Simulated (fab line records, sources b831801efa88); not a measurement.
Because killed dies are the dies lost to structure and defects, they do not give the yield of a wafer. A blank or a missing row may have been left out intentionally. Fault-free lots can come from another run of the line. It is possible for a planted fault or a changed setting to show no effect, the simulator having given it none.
Matching of chambers :: flow gf180mcu :: 4 sister chambers for GF_V3_ETCH_16 on rie diel-03
The step etches BARC in N2/H2. 22 wafers are shown with their chamber, then 11 later ones without.

== WAFERS WITH THEIR CHAMBER ==
wafer: L079.1
chamber: 0
throttle valve pct (%): 13.206
oes product au (a.u.): 0.857

wafer: L079.2
chamber: 1
throttle valve pct (%): 13.219
oes product au (a.u.): 0.852

wafer: L079.3
chamber: 3
throttle valve pct (%): 13.226
oes product au (a.u.): 0.863

wafer: L079.4
chamber: 3
throttle valve pct (%): 13.226
oes product au (a.u.): 0.849

wafer: L079.5
chamber: 0
throttle valve pct (%): 13.220
oes product au (a.u.): 0.864

wafer: L079.6
chamber: 1
throttle valve pct (%): 13.242
oes product au (a.u.): 0.854

wafer: L080.1
chamber: 0
throttle valve pct (%): 13.218
oes product au (a.u.): 0.859

wafer: L080.2
chamber: 3
throttle valve pct (%): 13.231
oes product au (a.u.): 0.857

wafer: L080.6
chamber: 2
throttle valve pct (%): 13.239
oes product au (a.u.): 0.862

wafer: L082.1
chamber: 3
throttle valve pct (%): 13.216
oes product au (a.u.): 0.869

wafer: L082.3
chamber: 1
throttle valve pct (%): 13.223
oes product au (a.u.): 0.856

wafer: L082.5
chamber: 3
throttle valve pct (%): 13.235
oes product au (a.u.): 0.855

wafer: L089.3
chamber: 0
throttle valve pct (%): 13.228
oes product au (a.u.): 0.858

wafer: L089.4
chamber: 1
throttle valve pct (%): 13.240
oes product au (a.u.): 0.854

wafer: L089.6
chamber: 3
throttle valve pct (%): 13.229
oes product au (a.u.): 0.855

wafer: L090.1
chamber: 2
throttle valve pct (%): 13.222
oes product au (a.u.): 0.851

wafer: L090.2
chamber: 0
throttle valve pct (%): 13.223
oes product au (a.u.): 0.853

wafer: L090.3
chamber: 3
throttle valve pct (%): 13.214
oes product au (a.u.): 0.855

wafer: L092.1
chamber: 3
throttle valve pct (%): 13.224
oes product au (a.u.): 0.854

wafer: L092.5
chamber: 1
throttle valve pct (%): 13.230
oes product au (a.u.): 0.847

wafer: L092.6
chamber: 2
throttle valve pct (%): 13.222
oes product au (a.u.): 0.852

wafer: L093.1
chamber: 2
throttle valve pct (%): 13.233
oes product au (a.u.): 0.855

SIGNATURES (means of the wafers above)
reading: throttle valve pct
chamber 0: 13.21900
chamber 1: 13.23080
chamber 2: 13.22900
chamber 3: 13.22513
scatter within a chamber: 0.00833

reading: oes product au
chamber 0: 0.85820
chamber 1: 0.85260
chamber 2: 0.85500
chamber 3: 0.85713
scatter within a chamber: 0.00499
Rule: for a wafer and a chamber, the distance is found by dividing, reading by reading, the gap between the wafer's reading and the chamber's mean by the reading's scatter, squaring, summing and taking the root. The wafer belongs to the nearest chamber; if the next one is less than 2 further off, it can't be placed. The scatter: the root of (the sum of the squares of (reading less its chamber's mean) over the shown wafers, divided by (wafers less chambers)).

== WAFERS WITHOUT THEIR CHAMBER ==
wafer: L093.2
throttle valve pct (%): 13.208
oes product au (a.u.): 0.860

wafer: L093.3
throttle valve pct (%): 13.230
oes product au (a.u.): 0.858

wafer: L093.4
throttle valve pct (%): 13.218
oes product au (a.u.): 0.860

wafer: L093.5
throttle valve pct (%): 13.226
oes product au (a.u.): 0.864

wafer: L093.6
throttle valve pct (%): 13.254
oes product au (a.u.): 0.860

wafer: L095.2
throttle valve pct (%): 13.209
oes product au (a.u.): 0.862

wafer: L095.3
throttle valve pct (%): 13.223
oes product au (a.u.): 0.858

wafer: L095.4
throttle valve pct (%): 13.223
oes product au (a.u.): 0.858

wafer: L096.2
throttle valve pct (%): 13.240
oes product au (a.u.): 0.857

wafer: L096.4
throttle valve pct (%): 13.235
oes product au (a.u.): 0.853

wafer: L096.5
throttle valve pct (%): 13.232
oes product au (a.u.): 0.856

== CHAMBER TAKEN BY EACH ==
wafer: L093.2
from the rows above: can't be placed: 0 or 3 or 2 or 1
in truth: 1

wafer: L093.3
from the rows above: can't be placed: 3 or 2 or 1 or 0
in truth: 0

wafer: L093.4
from the rows above: can't be placed: 0 or 3 or 2 or 1
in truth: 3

wafer: L093.5
from the rows above: can't be placed: 3 or 0 or 2 or 1
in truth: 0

wafer: L093.6
from the rows above: can't be placed: 1 or 2 or 3 or 0
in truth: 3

wafer: L095.2
from the rows above: can't be placed: 0 or 3 or 2 or 1
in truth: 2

wafer: L095.3
from the rows above: can't be placed: 3 or 0 or 2 or 1
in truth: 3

wafer: L095.4
from the rows above: can't be placed: 3 or 0 or 2 or 1
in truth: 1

wafer: L096.2
from the rows above: can't be placed: 2 or 1 or 3 or 0
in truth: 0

wafer: L096.4
from the rows above: can't be placed: 1 or 2 or 3 or 0
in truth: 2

wafer: L096.5
from the rows above: can't be placed: 2 or 1 or 3 or 0
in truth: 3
Correct placement for 0 of the 11. Cannot be placed on the basis of these rows: 11; the candidates contain the true chamber in 11. 0 placed wrongly.
